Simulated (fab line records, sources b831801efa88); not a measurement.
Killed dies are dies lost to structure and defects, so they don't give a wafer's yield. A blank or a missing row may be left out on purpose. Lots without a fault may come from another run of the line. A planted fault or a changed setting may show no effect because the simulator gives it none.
fab line records | flow gf180mcu
record lots=5 wafers=15 last_day=33
route steps=602 shown V4@477 MIM@503
lots that met no fault: from a run of the same line without faults
start_h: hours from the record's first day to the start of the lot's first wafer shown | wait_h: hours since the lot's step before | " the same as in the row above | L1.1+2: a row that stands for several wafers | - no value, or no start given | * or withheld: withheld | < > ~ a bound
route shown NAME@n: a module of which the file shows steps, and the number in the route of the first | usual: mean/standard deviation of fault-free wafers | same: alike in all rows | chamber/n: place in a boat | sites: the reading at each site | _std_site: their standard deviation | _edge_site: outer sites' mean less inner sites' | radius_mm: how far each site lies from the wafer's centre | mask NAME#n: copy n | behind: the tool/chamber that last shaped the wafer | hold: why the lot was held/for how many hours/how that ended | device: the transistor (n, p or np) that didn't switch | end of line: the same wafers' tests at the end of the route | a step without rows: its recipe alone | killed: dies lost to structure and defects at the first sort, not the wafer's yield | map: a wafer's dies, x killed, . not, _ none there
set.NAME: the setting as run; set.NAME@STEP: as run at that earlier step | model.NAME: the simulator's own value behind a step, which no gauge read
lots at some steps of the route; a table a step, a row a wafer
services: from which hour (start_h, from the record's first day; less than 0 if before it) a tool's chamber was out of use, for how many hours, and why
## steps
# step GF_V4_THK_MEAS_01
# recipe reads=SiO2_of_V4_CVD_00
# usual V4_CVD_00_THK=598/5.5
# columns lot.wafer tool chamber start_h wait_h V4_CVD_00_THK[nm]
L076.2 film_metro-03 - 579.78 0.0 595
L076.4 " - " " 601
L076.5 " - " " 599
L078.4 film_metro-03 - 593.44 0.0 600
L078.5 " - " " 596
L078.6 " - " " 602
L081.1 film_metro-03 - 617.72 0.0 592
L081.4 " - " " 600
L081.6 " - " " 595
L086.1 film_metro-04 - 657.15 0.1 603
L086.2 " - " " 601
L086.5 " - " " 601
L088.1 film_metro-04 - 668.96 0.0 597
L088.3 " - " " 608
L088.5 " - " " 597
# step GF_V4_CVD_02
# recipe material=SiO2 target_thk_nm=850 precursor=TEOS temp_c=400 time_s=94.851 rf_w=600
# usual heater_power_w=693/130
# columns lot.wafer tool chamber start_h wait_h heater_power_w
L076.2 pecvd-03 1 579.83 0.0 591
L076.4 " 2 " " 653
L076.5 " 1 " " 617
L078.4 pecvd-02 1 593.50 0.1 557
L078.5 " 2 " " 838
L078.6 " 1 " " 606
L081.1 pecvd-03 2 617.78 0.1 618
L081.4 " 1 " " 591
L081.6 " 0 " " 752
L086.1 pecvd-02 1 657.21 0.1 600
L086.2 " 2 " " 945
L086.5 " 1 " " 644
L088.1 pecvd-02 1 669.02 0.1 682
L088.3 " 0 " " 548
L088.5 " 2 " " 1011
# step GF_V4_THK_MEAS_03
# recipe reads=SiO2_of_V4_CVD_02
# usual V4_CVD_02_THK=847/11
# columns lot.wafer tool chamber start_h wait_h V4_CVD_02_THK[nm]
L076.2 film_metro-02 - 579.91 0.0 842
L076.4 " - " " 866
L076.5 " - " " 852
L078.4 film_metro-03 - 593.60 0.1 860
L078.5 " - " " 852
L078.6 " - " " 863
L081.1 film_metro-03 - 617.85 0.0 841
L081.4 " - " " 855
L081.6 " - " " 860
L086.1 film_metro-02 - 657.28 0.0 828
L086.2 " - " " 839
L086.5 " - " " 855
L088.1 film_metro-03 - 669.08 0.0 845
L088.3 " - " " 847
L088.5 " - " " 842
# step GF_V4_CMP_04
# recipe material=SiO2 down_force_psi=4 platen_rpm=60 pad_velocity_m_s=0.94248
# usual edge_zone_pressure_frac=1.000/0.0055 motor_current_A=12.6/0.98 time_to_endpoint_s=78/5.1
# columns lot.wafer tool chamber start_h wait_h edge_zone_pressure_frac motor_current_A time_to_endpoint_s
L076.4 cmp-01 3 580.06 0.1 0.998 13.1 87
L076.2 " 0 " " 0.999 13.3 78
L076.5 " 2 " " 0.994 11.0 80
L078.4 cmp-02 3 593.73 0.1 0.995 10.9 83
L078.6 " 1 " " 1.001 13.4 82
L078.5 " 2 " " 1.011 11.7 75
L081.4 cmp-02 0 617.91 0.0 1.003 12.9 79
L081.1 " 2 " " 0.999 11.9 73
L081.6 " 0 " " 0.999 12.6 78
L086.1 cmp-01 2 657.41 0.1 1.004 11.0 70
L086.2 " 1 " " 1.007 13.2 75
L086.5 " 3 " " 0.993 13.6 83
L088.1 cmp-02 2 669.14 0.1 1.005 12.2 75
L088.3 " 1 " " 0.996 12.8 77
L088.5 " 2 " " 1.008 12.1 75
# step GF_V4_BOW_MEAS_05
# recipe mode=bow
# usual V4_BOW=137/9.2
# columns lot.wafer tool chamber start_h wait_h V4_BOW[um]
L076.2 film_metro-04 - 580.28 0.1 143
L076.4 " - " " 137
L076.5 " - " " 146
L078.4 film_metro-02 - 593.99 0.2 126
L078.5 " - " " 125
L078.6 " - " " 130
L081.1 film_metro-04 - 618.21 0.1 129
L081.4 " - " " 135
L081.6 " - " " 133
L086.1 film_metro-04 - 657.71 0.2 158
L086.2 " - " " 147
L086.5 " - " " 159
L088.1 film_metro-02 - 669.44 0.2 145
L088.3 " - " " 151
L088.5 " - " " 153
# step GF_V4_DEHYDRATE_06
# recipe temp_c=200 time_s=60
# columns lot.wafer tool chamber start_h wait_h
L076.2+4+5 litho_track-04 0 590.35 10.1
L078.4+5+6 litho_track-04 0 604.15 10.1
L081.1+4+6 litho_track-02 0 628.20 10.0
L086.1+2+5 litho_track-01 0 666.64 8.9
L088.1+3+5 litho_track-01 0 678.59 9.1
# step GF_V4_HMDS_07
# recipe prime_time_s=60 prime_temp_c=120
# columns lot.wafer tool chamber start_h wait_h
L076.2+4+5 litho_track-04 0 590.50 0.1
L078.4+5+6 litho_track-04 0 604.30 0.1
L081.1+4+6 litho_track-02 0 628.35 0.1
L086.1+2+5 litho_track-01 0 666.79 0.1
L088.1+3+5 litho_track-01 0 678.74 0.1
# step GF_V4_COAT_08
# recipe resist=BARC temp_c=withheld time_s=withheld spin_rpm=withheld resist_thk_nm=withheld
# columns lot.wafer tool chamber start_h wait_h
L076.2+4+5 litho_track-04 0 590.65 0.1
L078.4+5+6 litho_track-04 0 604.45 0.1
L081.1+4+6 litho_track-02 0 628.50 0.1
L086.1+2+5 litho_track-01 0 666.94 0.1
L088.1+3+5 litho_track-01 0 678.89 0.1
# step GF_V4_COAT_09
# recipe resist=KrF spin_rpm=withheld resist_thk_nm=1000
# columns lot.wafer tool chamber start_h wait_h
L076.2+4+5 litho_track-04 0 - -
L078.4+5+6 litho_track-04 0 - -
L081.1+4+6 litho_track-02 0 - -
L086.1+2+5 litho_track-01 0 - -
L088.1+3+5 litho_track-01 0 - -
# step GF_V4_SOFTBAKE_10
# recipe temp_c=130 time_s=60 resist=KrF
# columns lot.wafer tool chamber start_h wait_h
L076.2+4+5 litho_track-04 0 - -
L078.4+5+6 litho_track-04 0 - -
L081.1+4+6 litho_track-02 0 - -
L086.1+2+5 litho_track-01 0 - -
L088.1+3+5 litho_track-01 0 - -
# step GF_V4_EXPOSE_11
# recipe mask_id=Via4 target_cd_nm=260 na=0.68 source_shape=conventional sigma_outer=0.6 dose_mj=37.24
# columns lot.wafer tool chamber start_h wait_h mask
L076.2+4+5 krf_scanner-02 0 - - Via4#0
L078.4+5+6 krf_scanner-02 0 - - Via4#0
L081.1+4+6 krf_scanner-02 0 - - Via4#0
L086.1+2+5 krf_scanner-01 0 - - Via4#0
L088.1+3+5 krf_scanner-01 0 - - Via4#0
# step GF_V4_PEB_12
# recipe peb_temp_c=135 peb_time_s=90 resist=KrF
# columns lot.wafer tool chamber start_h wait_h
L076.2+4+5 litho_track-04 0 - -
L078.4+5+6 litho_track-02 0 - -
L081.1+4+6 litho_track-01 0 - -
L086.1+2+5 litho_track-01 0 - -
L088.1+3+5 litho_track-01 0 - -
# step GF_V4_DEVELOP_13
# recipe develop_time_s=60 resist=KrF dev_temp_c=21
# columns lot.wafer tool chamber start_h wait_h
L076.2+4+5 litho_track-04 0 601.45 0.2
L078.4+5+6 litho_track-02 0 615.22 0.1
L081.1+4+6 litho_track-01 0 638.14 0.2
L086.1+2+5 litho_track-01 0 677.19 0.2
L088.1+3+5 litho_track-01 0 688.34 0.2
# step GF_V4_CD_MEAS_14
# recipe target_cd_nm=260
# usual cd_nm=260.2/1.2
# columns lot.wafer tool chamber start_h wait_h cd_nm
L076.2 cd_sem-01 - 601.60 0.1 258.5
L076.4 " - " " 259.4
L076.5 " - " " 261.0
L078.4 cd_sem-01 - 615.36 0.1 260.5
L078.5 " - " " 261.2
L078.6 " - " " 261.0
L081.1 cd_sem-01 - 638.29 0.1 260.1
L081.4 " - " " 260.7
L081.6 " - " " 259.7
L086.1 cd_sem-02 - 677.34 0.1 260.7
L086.2 " - " " 260.4
L086.5 " - " " 261.0
L088.1 cd_sem-01 - 688.49 0.1 259.9
L088.3 " - " " 258.9
L088.5 " - " " 259.2
# step GF_V4_OVL_MEAS_15
# usual V4_OVL=-3/4.8
# columns lot.wafer tool chamber start_h wait_h V4_OVL[nm]
L076.2 overlay-02 - 601.70 0.1 -8
L076.4 " - " " -2
L076.5 " - " " -4
L078.4 overlay-01 - 615.43 0.1 0
L078.5 " - " " 0
L078.6 " - " " 1
L081.1 overlay-02 - 638.41 0.1 3
L081.4 " - " " -4
L081.6 " - " " -6
L086.1 overlay-01 - 677.48 0.1 -1
L086.2 " - " " -1
L086.5 " - " " 1
L088.1 overlay-02 - 688.61 0.1 -3
L088.3 " - " " -2
L088.5 " - " " -2
# step GF_V4_ETCH_16
# recipe chemistry=N2/H2 target_depth_a=withheld overetch_a=withheld time_s=withheld target=BARC ion_energy_ev=200 source_w=500 bias_w=100 pressure_mtorr=30 n2_flow_sccm=100 h2_flow_sccm=200
# usual drypump_motor_current_A=5.7/0.37 h2_flow_sccm=200.1/0.58 oes_product_au=0.855/0.0048 throttle_valve_pct=13.224/0.0091
# columns lot.wafer tool chamber start_h wait_h drypump_motor_current_A h2_flow_sccm oes_product_au throttle_valve_pct
L076.2 rie_diel-01 0 601.73 0.0 5.8 199.9 0.844 13.221
L076.4 " 1 " " 5.9 201.1 0.848 13.210
L076.5 " 3 " " 5.6 201.2 0.848 13.238
L078.4 rie_diel-01 0 615.47 0.0 5.8 199.1 0.860 13.232
L078.5 " 2 " " 6.0 199.9 0.858 13.229
L078.6 " 1 " " 5.9 200.6 0.852 13.221
L081.1 rie_diel-04 2 638.45 0.0 5.5 200.3 0.858 13.234
L081.4 " 0 " " 5.4 200.9 0.852 13.228
L081.6 " 0 " " 5.4 199.6 0.856 13.229
L086.1 rie_diel-01 0 677.52 0.0 5.8 200.5 0.856 13.219
L086.2 " 1 " " 5.9 200.3 0.858 13.235
L086.5 " 1 " " 5.9 199.7 0.859 13.222
L088.1 rie_diel-04 0 688.65 0.0 5.4 199.9 0.851 13.219
L088.3 " 3 " " 5.2 200.5 0.858 13.236
L088.5 " 2 " " 5.5 199.2 0.853 13.236
# step GF_V4_ETCH_17
# recipe chemistry=C4F8/O2/Ar mask_material=KrF target=SiO2 stop_on=TiN source_w=1500 bias_w=1200 pressure_mtorr=40 c4f8_flow_sccm=withheld O2_flow_sccm=6 Ar_flow_sccm=300 time_s=withheld target_depth_a=6300
# usual oes_product_au=0.856/0.0051
# columns lot.wafer tool chamber start_h wait_h oes_product_au
L076.2 rie_diel-01 0 - - 0.854
L076.4 " 1 " " 0.848
L076.5 " 3 " " 0.852
L078.4 rie_diel-01 0 - - 0.862
L078.5 " 2 " " 0.863
L078.6 " 1 " " 0.851
L081.1 rie_diel-04 2 - - 0.862
L081.4 " 0 " " 0.858
L081.6 " 0 " " 0.857
L086.1 rie_diel-01 0 - - 0.851
L086.2 " 1 " " 0.851
L086.5 " 1 " " 0.848
L088.1 rie_diel-04 0 - - 0.860
L088.3 " 3 " " 0.858
L088.5 " 2 " " 0.852
# step GF_V4_STRIP_18
# recipe chemistry=O2/N2 power_w=1400 pressure_mtorr=1500 platen_temp_c=250 o2_flow_sccm=3000 n2_flow_sccm=300 overash_fraction=0.5
# usual drypump_motor_current_A=5.8/0.49 heater_power_w=315/44 o2_flow_sccm=3000/9.8 oes_product_au=0.591/0.0052
# columns lot.wafer tool chamber start_h wait_h drypump_motor_current_A heater_power_w o2_flow_sccm oes_product_au rf_hours_counter_h
L076.2 plasma_asher-02 0 601.86 - 6.5 397 2992 0.590 53
L076.4 " 1 " " 6.1 313 2998 0.591 -
L076.5 " 0 " " 6.5 397 2992 0.592 -
L078.4 plasma_asher-01 0 615.61 - 5.6 275 2991 0.590 -
L078.5 " 0 " " 5.6 261 2982 0.586 -
L078.6 " 1 " " 5.1 314 3011 0.591 -
L081.1 plasma_asher-03 0 638.58 - 6.1 304 3008 0.585 86
L081.4 " 1 " " 5.6 284 3001 0.598 -
L081.6 " 0 " " 6.0 301 3013 0.592 -
L086.1 plasma_asher-01 1 677.65 - 5.1 326 3010 0.586 25
L086.2 " 0 " " 5.6 268 3012 0.599 25
L086.5 " 0 " " 5.6 270 3013 0.590 -
L088.1 plasma_asher-02 1 688.77 - 6.1 311 3006 0.587 62
L088.3 " 0 " " 6.5 391 2986 0.593 -
L088.5 " 1 " " 6.1 312 2986 0.584 -
# step GF_V4_STRIP_19
# recipe chemistry=post_etch_residue_remover time_s=1200 temp_c=72.5
# columns lot.wafer tool chamber start_h wait_h
L076.2+4+5 wet_bench-02 1 601.96 0.1
L078.4+5+6 wet_bench-02 0 615.68 0.0
L081.1+4+6 wet_bench-02 0 638.68 0.1
L086.1+2+5 wet_bench-01 1 677.75 0.1
L088.1+3+5 wet_bench-01 3 688.87 0.1
# step GF_V4_CLEAN_20
# recipe chemistry=DIW dry=n2_spin
# columns lot.wafer tool chamber start_h wait_h
L076.2+4+5 wet_bench-01 3 602.30 0.0
L078.4+5+6 wet_bench-03 3 616.02 0.0
L081.1+4+6 wet_bench-03 3 639.05 0.0
L086.1+2+5 wet_bench-02 2 678.43 0.0
L088.1+3+5 wet_bench-02 0 689.22 0.0
# step GF_V4_SPUTTER_21
# recipe material=Ti target_thk_nm=15 chamber_pressure_pa=5 power_w=2500 substrate_temp_c=200 time_s=80.02
# usual throttle_valve_pct=30.1/0.85
# columns lot.wafer tool chamber start_h wait_h throttle_valve_pct
L076.2 pvd_sputter-03 - 602.40 0.0 31.3
L076.4 " - " " 29.1
L076.5 " - " " 30.9
L078.4 pvd_sputter-03 - 616.11 0.0 31.2
L078.5 " - " " 31.3
L078.6 " - " " 29.9
L081.1 pvd_sputter-01 - 639.15 0.0 28.8
L081.4 " - " " 30.7
L081.6 " - " " 29.5
L086.1 pvd_sputter-04 - 678.52 0.0 29.4
L086.2 " - " " 28.9
L086.5 " - " " 31.8
L088.1 pvd_sputter-01 - 689.42 0.0 30.7
L088.3 " - " " 29.0
L088.5 " - " " 29.3
# step GF_V4_SPUTTER_22
# recipe material=TiN target_thk_nm=10 chamber_pressure_pa=5 power_w=4000 time_s=40
# usual throttle_valve_pct=30.1/0.84
# columns lot.wafer tool chamber start_h wait_h throttle_valve_pct
L076.2 pvd_sputter-03 - 602.46 0.0 31.2
L076.4 " - " " 29.2
L076.5 " - " " 31.3
L078.4 pvd_sputter-03 - 616.18 0.0 31.3
L078.5 " - " " 31.2
L078.6 " - " " 30.0
L081.1 pvd_sputter-01 - 639.21 0.0 29.0
L081.4 " - " " 30.4
L081.6 " - " " 29.5
L086.1 pvd_sputter-04 - 678.58 0.0 29.6
L086.2 " - " " 28.8
L086.5 " - " " 31.7
L088.1 pvd_sputter-01 - 689.48 0.0 30.7
L088.3 " - " " 29.0
L088.5 " - " " 29.2
# step GF_V4_CVD_23
# recipe material=W target_thk_nm=350 time_s=104.9 temp_c=400 pressure_torr=40
# usual heater_power_w=886/33
# columns lot.wafer tool chamber start_h wait_h heater_power_w
L076.2 cvd_w-02 0 602.50 0.0 879
L076.4 " 1 " " 897
L076.5 " 0 " " 899
L078.4 cvd_w-02 1 616.25 0.1 887
L078.5 " 0 " " 891
L078.6 " 1 " " 902
L081.1 cvd_w-01 0 639.25 0.0 848
L081.4 " 1 " " 912
L081.6 " 0 " " 844
L086.1 cvd_w-01 0 678.62 0.0 860
L086.2 " 1 " " 926
L086.5 " 0 " " 827
L088.1 cvd_w-01 1 689.52 0.0 919
L088.3 " 0 " " 837
L088.5 " 0 " " 837
# step GF_V4_RS_MEAS_24
# recipe thk_meas_gauge=four-point-probe reads=W_of_V4_CVD_23+TiN_of_V4_SPUTTER_22+Ti_of_V4_SPUTTER_21
# usual V4_W_RS=0.332/0.0042
# columns lot.wafer tool chamber start_h wait_h V4_W_RS[ohm/sq]
L076.2 film_metro-03 - 602.63 0.1 0.338
L076.4 " - " " 0.334
L076.5 " - " " 0.336
L078.4 film_metro-02 - 616.39 0.1 0.335
L078.5 " - " " 0.338
L078.6 " - " " 0.337
L081.1 film_metro-04 - 639.36 0.1 0.333
L081.4 " - " " 0.333
L081.6 " - " " 0.332
L086.1 film_metro-02 - 678.73 0.1 0.327
L086.2 " - " " 0.336
L086.5 " - " " 0.324
L088.1 film_metro-04 - 689.63 0.1 0.331
L088.3 " - " " 0.323
L088.5 " - " " 0.321
# step GF_V4_THK_MEAS_25
# recipe thk_meas_gauge=xrf reads=W_of_V4_CVD_23
# usual V4_W_THK=331/5.1
# columns lot.wafer tool chamber start_h wait_h V4_W_THK[nm]
L076.2 film_metro-03 - 602.74 0.1 331
L076.4 " - " " 336
L076.5 " - " " 335
L078.4 film_metro-02 - 616.48 0.1 338
L078.5 " - " " 331
L078.6 " - " " 333
L081.1 film_metro-04 - 639.48 0.1 327
L081.4 " - " " 325
L081.6 " - " " 327
L086.1 film_metro-02 - 678.85 0.1 342
L086.2 " - " " 330
L086.5 " - " " 342
L088.1 film_metro-04 - 689.75 0.1 330
L088.3 " - " " 338
L088.5 " - " " 341
# step GF_V4_CMP_26
# recipe stop_on=SiO2 down_force_psi=3.5 platen_rpm=60 t_overpolish_s=15 target_thk_nm=0 pad_velocity_m_s=0.94248
# usual edge_zone_pressure_frac=0.999/0.0047 motor_current_A=11.5/0.91 overpolish_run_s=15.000/0.0095 time_to_endpoint_s=84/3.7
# columns lot.wafer tool chamber start_h wait_h edge_zone_pressure_frac motor_current_A overpolish_run_s time_to_endpoint_s
L076.2 cmp-02 1 602.96 0.2 0.998 12.0 14.998 84
L076.4 " 2 " " 1.000 10.9 14.998 81
L076.5 " 1 " " 0.999 12.1 14.989 85
L078.4 cmp-01 1 616.56 0.1 1.003 12.3 14.995 89
L078.6 " 0 " " 0.997 11.9 15.000 88
L078.5 " 1 " " 1.000 12.0 14.995 84
L081.1 cmp-02 1 639.59 0.1 0.995 11.8 14.998 84
L081.4 " 3 " " 1.003 10.9 14.995 87
L081.6 " 1 " " 0.994 11.5 14.989 85
L086.1 cmp-02 2 678.91 0.1 0.998 10.8 14.989 81
L086.2 " 0 " " 1.005 11.1 14.991 77
L086.5 " 2 " " 0.998 11.1 15.019 80
L088.1 cmp-01 0 689.91 0.1 0.998 11.6 14.986 85
L088.3 " 1 " " 1.001 12.4 15.003 88
L088.5 " 3 " " 0.988 12.8 15.002 90
# step GF_MIM_SPUTTER_00
# recipe material=Ti target_thk_nm=37.5 arriving_ion_energy_ev=80 substrate_temp_c=200 chamber_pressure_pa=2 power_w=4000 time_s=150
# usual throttle_valve_pct=30.0/0.82
# columns lot.wafer tool chamber start_h wait_h throttle_valve_pct
L076.2 pvd_sputter-02 - 603.26 0.2 29.1
L076.4 " - " " 30.3
L076.5 " - " " 29.9
L078.4 pvd_sputter-02 - 616.81 0.2 30.3
L078.5 " - " " 30.1
L078.6 " - " " 29.1
L081.1 pvd_sputter-03 - 639.84 0.2 31.3
L081.4 " - " " 29.9
L081.6 " - " " 29.2
L086.1 pvd_sputter-03 - 679.21 0.2 29.9
L086.2 " - " " 29.2
L086.5 " - " " 29.9
L088.1 pvd_sputter-03 - 690.11 0.1 29.0
L088.3 " - " " 31.4
L088.5 " - " " 31.2
# step GF_MIM_SPUTTER_01
# recipe material=TiN target_thk_nm=30 power_w=6500 time_s=25 chamber_pressure_pa=0.4
# usual throttle_valve_pct=30.0/0.82
# columns lot.wafer tool chamber start_h wait_h throttle_valve_pct
L076.2 pvd_sputter-02 - 603.36 0.1 29.0
L076.4 " - " " 30.5
L076.5 " - " " 29.9
L078.4 pvd_sputter-02 - 616.91 0.1 30.2
L078.5 " - " " 30.3
L078.6 " - " " 29.5
L081.1 pvd_sputter-03 - 639.94 0.1 31.3
L081.4 " - " " 30.1
L081.6 " - " " 29.1
L086.1 pvd_sputter-03 - 679.31 0.1 29.8
L086.2 " - " " 29.1
L086.5 " - " " 30.0
L088.1 pvd_sputter-03 - 690.21 0.1 28.8
L088.3 " - " " 31.3
L088.5 " - " " 30.8
# step GF_MIM_SPUTTER_02
# recipe material=AlCu target_thk_nm=450 power_w=10600 time_s=23.9 chamber_pressure_pa=0.4
# usual throttle_valve_pct=30.0/0.83
# columns lot.wafer tool chamber start_h wait_h throttle_valve_pct
L076.2 pvd_sputter-02 - 603.39 0.0 29.1
L076.4 " - " " 30.4
L076.5 " - " " 30.1
L078.4 pvd_sputter-02 - 616.94 0.0 30.1
L078.5 " - " " 30.2
L078.6 " - " " 29.3
L081.1 pvd_sputter-03 - 639.97 0.0 31.3
L081.4 " - " " 29.9
L081.6 " - " " 29.3
L086.1 pvd_sputter-03 - 679.35 0.0 29.9
L086.2 " - " " 29.0
L086.5 " - " " 29.8
L088.1 pvd_sputter-03 - 690.24 0.0 28.9
L088.3 " - " " 31.1
L088.5 " - " " 31.1
# step GF_MIM_SPUTTER_03
# recipe material=Ti target_thk_nm=10 substrate_temp_c=300 chamber_pressure_pa=0.3 power_w=3000 time_s=6.7
# usual throttle_valve_pct=30.0/0.81
# columns lot.wafer tool chamber start_h wait_h throttle_valve_pct
L076.2 pvd_sputter-02 - 603.42 0.0 29.0
L076.4 " - " " 30.4
L076.5 " - " " 30.3
L078.4 pvd_sputter-02 - 616.97 0.0 29.8
L078.5 " - " " 30.0
L078.6 " - " " 29.0
L081.1 pvd_sputter-03 - 640.00 0.0 31.5
L081.4 " - " " 30.1
L081.6 " - " " 29.0
L086.1 pvd_sputter-03 - 679.38 0.0 29.9
L086.2 " - " " 29.1
L086.5 " - " " 29.6
L088.1 pvd_sputter-03 - 690.27 0.0 29.0
L088.3 " - " " 31.1
L088.5 " - " " 31.2
# step GF_MIM_SPUTTER_04
# recipe material=TiN target_thk_nm=50 power_w=6500 time_s=41.7 chamber_pressure_pa=0.4
# usual throttle_valve_pct=30.0/0.81
# columns lot.wafer tool chamber start_h wait_h throttle_valve_pct
L076.2 pvd_sputter-02 - 603.44 0.0 28.9
L076.4 " - " " 30.0
L076.5 " - " " 30.2
L078.4 pvd_sputter-02 - 616.99 0.0 30.3
L078.5 " - " " 30.0
L078.6 " - " " 29.3
L081.1 pvd_sputter-03 - 640.02 0.0 31.3
L081.4 " - " " 30.0
L081.6 " - " " 29.1
L086.1 pvd_sputter-03 - 679.40 0.0 29.9
L086.2 " - " " 29.1
L086.5 " - " " 29.8
L088.1 pvd_sputter-03 - 690.29 0.0 29.1
L088.3 " - " " 30.9
L088.5 " - " " 31.2
# step GF_MIM_CVD_05
# recipe material=Si3N4 target_thk_nm=42 temp_max_c=400 temp_c=385 time_s=29.086 rf_w=450
# usual heater_power_w=664/65
# columns lot.wafer tool chamber start_h wait_h heater_power_w
L076.2 pecvd-04 2 603.48 0.0 681
L076.4 " 1 " " 599
L076.5 " 2 " " 564
L078.4 pecvd-01 0 617.04 0.0 575
L078.5 " 1 " " 817
L078.6 " 2 " " 716
L081.1 pecvd-04 0 640.06 0.0 686
L081.4 " 2 " " 566
L081.6 " 1 " " 690
L086.1 pecvd-01 0 679.44 0.0 613
L086.2 " 2 " " 680
L086.5 " 2 " " 705
L088.1 pecvd-04 0 690.33 0.0 665
L088.3 " 1 " " 640
L088.5 " 0 " " 655
# step GF_MIM_THK_MEAS_06
# recipe reads=Si3N4_of_MIM_CVD_05
# usual MIM_CVD_05_THK=42.1/0.58
# columns lot.wafer tool chamber start_h wait_h MIM_CVD_05_THK[nm]
L076.2 film_metro-01 - 603.52 0.0 41.9
L076.4 " - " " 43.3
L076.5 " - " " 42.1
L078.4 film_metro-03 - 617.09 0.0 41.9
L078.5 " - " " 43.0
L078.6 " - " " 42.8
L081.1 film_metro-03 - 640.09 0.0 42.2
L081.4 " - " " 43.3
L081.6 " - " " 43.0
L086.1 film_metro-02 - 679.47 0.0 41.7
L086.2 " - " " 42.7
L086.5 " - " " 43.1
L088.1 film_metro-02 - 690.36 0.0 41.9
L088.3 " - " " 42.0
L088.5 " - " " 42.0
# step GF_MIM_SPUTTER_07
# recipe material=TiN target_thk_nm=60 power_w=6500 time_s=50 chamber_pressure_pa=0.4
# usual throttle_valve_pct=29.9/0.75
# columns lot.wafer tool chamber start_h wait_h throttle_valve_pct
L076.2 pvd_sputter-01 - 603.57 0.0 28.8
L076.4 " - " " 30.0
L076.5 " - " " 30.4
L078.4 pvd_sputter-01 - 617.12 0.0 30.8
L078.5 " - " " 28.8
L078.6 " - " " 30.5
L081.1 pvd_sputter-01 - 640.15 0.1 29.3
L081.4 " - " " 30.4
L081.6 " - " " 30.6
L086.1 pvd_sputter-02 - 679.53 0.1 30.9
L086.2 " - " " 29.0
L086.5 " - " " 29.9
L088.1 pvd_sputter-02 - 690.42 0.1 29.9
L088.3 " - " " 29.3
L088.5 " - " " 28.9
# step GF_MIM_SPUTTER_08
# recipe material=AlCu target_thk_nm=200 power_w=10600 time_s=10.6 chamber_pressure_pa=0.4
# usual throttle_valve_pct=29.9/0.77
# columns lot.wafer tool chamber start_h wait_h throttle_valve_pct
L076.2 pvd_sputter-01 - 603.62 0.0 28.7
L076.4 " - " " 30.4
L076.5 " - " " 30.7
L078.4 pvd_sputter-01 - 617.16 0.0 30.6
L078.5 " - " " 29.0
L078.6 " - " " 30.4
L081.1 pvd_sputter-01 - 640.20 0.0 29.8
L081.4 " - " " 30.7
L081.6 " - " " 30.4
L086.1 pvd_sputter-02 - 679.57 0.0 30.6
L086.2 " - " " 28.9
L086.5 " - " " 29.9
L088.1 pvd_sputter-02 - 690.47 0.0 29.8
L088.3 " - " " 29.5
L088.5 " - " " 29.0
# step GF_MIM_SPUTTER_09
# recipe material=TiN target_thk_nm=35 power_w=6264 time_s=29.2 chamber_pressure_pa=0.4
# usual throttle_valve_pct=29.9/0.75
# columns lot.wafer tool chamber start_h wait_h throttle_valve_pct
L076.2 pvd_sputter-01 - 603.64 0.0 29.1
L076.4 " - " " 30.9
L076.5 " - " " 30.5
L078.4 pvd_sputter-01 - 617.19 0.0 30.5
L078.5 " - " " 29.0
L078.6 " - " " 30.7
L081.1 pvd_sputter-01 - 640.22 0.0 29.5
L081.4 " - " " 30.7
L081.6 " - " " 30.6
L086.1 pvd_sputter-02 - 679.60 0.0 30.1
L086.2 " - " " 28.9
L086.5 " - " " 29.8
L088.1 pvd_sputter-02 - 690.49 0.0 30.0
L088.3 " - " " 29.2
L088.5 " - " " 29.0
# step GF_MIM_RS_MEAS_10
# recipe thk_meas_gauge=four-point-probe reads=TiN_of_MIM_SPUTTER_09+AlCu_of_MIM_SPUTTER_08+TiN_of_MIM_SPUTTER_07
# usual MIM_ALCU_RS=0.1598/0.0019
# columns lot.wafer tool chamber start_h wait_h MIM_ALCU_RS[ohm/sq]
L076.2 film_metro-02 - 603.69 0.0 0.1599
L076.4 " - " " 0.1606
L076.5 " - " " 0.1608
L078.4 film_metro-03 - 617.28 0.1 0.1559
L078.5 " - " " 0.1565
L078.6 " - " " 0.1561
L081.1 film_metro-03 - 640.33 0.1 0.1601
L081.4 " - " " 0.1584
L081.6 " - " " 0.1577
L086.1 film_metro-02 - 679.63 0.0 0.1573
L086.2 " - " " 0.1603
L086.5 " - " " 0.1608
L088.1 film_metro-01 - 690.52 0.0 0.1622
L088.3 " - " " 0.1610
L088.5 " - " " 0.1624
# step GF_MIM_THK_MEAS_11
# recipe thk_meas_gauge=xrf reads=AlCu_of_MIM_SPUTTER_08
# usual MIM_ALCU_THK=201.9/2.2
# columns lot.wafer tool chamber start_h wait_h MIM_ALCU_THK[nm]
L076.2 film_metro-02 - 603.80 0.1 202.3
L076.4 " - " " 201.4
L076.5 " - " " 202.5
L078.4 film_metro-03 - 617.37 0.1 205.5
L078.5 " - " " 204.0
L078.6 " - " " 205.6
L081.1 film_metro-03 - 640.45 0.1 202.6
L081.4 " - " " 204.6
L081.6 " - " " 205.0
L086.1 film_metro-02 - 679.75 0.1 205.6
L086.2 " - " " 202.6
L086.5 " - " " 200.4
L088.1 film_metro-01 - 690.64 0.1 198.8
L088.3 " - " " 200.0
L088.5 " - " " 198.4
## services
# columns tool chamber start_h hours kind
krf_scanner-02 - 557.74 1.0 pm
cvd_w-01 - 560.96 6.9 pm
rie_diel-04 2 562.20 18.3 repair
cmp-01 - 572.00 4.0 pm
rie_diel-01 - 573.06 2.8 pm
cmp-01 - 574.42 0.3 repair
krf_scanner-02 - 576.03 1.3 pm
pecvd-02 0 588.74 19.3 repair
rie_diel-04 0 589.84 10.2 repair
cmp-01 - 600.84 15.3 pm
rie_diel-04 0 604.01 8.2 repair
pecvd-04 0 605.47 28.9 repair
rie_diel-01 3 614.48 5.2 repair
rie_diel-04 3 635.78 2.4 repair
cmp-01 - 636.91 0.2 repair
cmp-01 - 642.12 2.9 repair
wet_bench-02 - 643.59 5.2 repair
pvd_sputter-02 - 645.18 3.2 repair
rie_diel-04 0 650.85 8.9 repair
cmp-02 - 657.38 1.3 repair
rie_diel-01 1 657.72 9.2 repair
cmp-02 - 663.98 0.4 repair
krf_scanner-02 - 669.14 11.6 pm
pvd_sputter-02 - 675.39 3.6 repair
## key
fault none
